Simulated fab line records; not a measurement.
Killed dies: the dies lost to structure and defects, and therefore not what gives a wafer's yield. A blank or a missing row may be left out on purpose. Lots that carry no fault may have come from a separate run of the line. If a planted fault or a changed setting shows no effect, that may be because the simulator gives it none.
Problem report in the 8D (eight disciplines) form, filled by code	flow gf180mcu	the parts of the form that need people (team, actions taken, sign-off) are left out

1. PROBLEM STATEMENT
At GF_STI_PEB_10, heater_power_total_W averages 87.03 W over 2 wafers from 2 lots, while fault-free wafers read 85.71 W, standard deviation 0.08. Relative to the usual mean, that is a shift of +16 standard deviations.
The step: peb time 90 s.
Seen first at day 4 19:31 on litho_track-04, wafer L753.4. At this step, 40 wafers from 14 lots have a number in the record. By rule, "out" or "out of limits" means more than 4 standard deviations away from the usual mean. The rest of the wafers with a number are treated as sound.

2. WHAT THIS IS AND IS NOT
question	is	is not
which readings at this step	heater_power_total_W	-
which lots	L753, L757	L740, L742, L743, L746, L747, L748, L749, L750, L751, L754, L761, L762
which wafers of those lots	L753.4, L757.2	L753.3, L757.3
read on which tools	litho_track-04	litho_track-01, litho_track-02
when	from day 4 19:31	up to then (28 sound wafers); but 10 sound wafers of L754, L757, L761, L762 came after

3. SUSPECTS, AND WHAT RULES EACH OUT
Counting: any tool at a process step up to the reading remains a suspect provided it ran every lot that is out. Sound lots after the first of them don't rule it out here, since some wafers of a struck lot are sound.
- litho_track-04 at GF_STI_PEB_10 (peb time 90 s): kept. It ran every lot that is out, first L753 (day 4 19:31); its last sound lot up to then is L750 (day 4 03:56). Out on those wafers are its own readings of heater_power_total_W.
Remaining after the count: litho_track-04 at GF_STI_PEB_10.

4. THE CAUSE (what the simulator had put in)
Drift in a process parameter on litho_track-04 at GF_STI_PEB_10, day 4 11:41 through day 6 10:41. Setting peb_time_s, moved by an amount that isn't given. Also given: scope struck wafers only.
The count eliminated every tool but this one.

5. THE EFFECT CHAIN, in route order
One row per reading whose mean, taken over the struck wafers that have a number, lies over 3 standard deviations from the usual. Readings are gone through only where the record gives a usual standard deviation; hours: the median, over the lots, of the time from a lot's start at the first step in this table giving one to that lot's start at this step; sigmas: the change measured in usual standard deviations.
hours	step	reading	usual	on struck wafers	change	sigmas
0	GF_STI_PEB_10	heater_power_total_W	85.71 W	87.03	+1.32	+16
Here are the process steps it includes:
- GF_STI_PEB_10: peb time 90 s.
Later steps that measure or inspect, where all struck wafers having a row at the step show a number for every such reading and not one has moved that far: GF_NWELL_OVL_MEAS_07, GF_NSD_CD_MEAS_07.

6. WHAT WOULD HAVE CAUGHT IT SOONER
In this record the first reading out of limits was taken at day 4 19:31, 8 hours after the fault began at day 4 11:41.
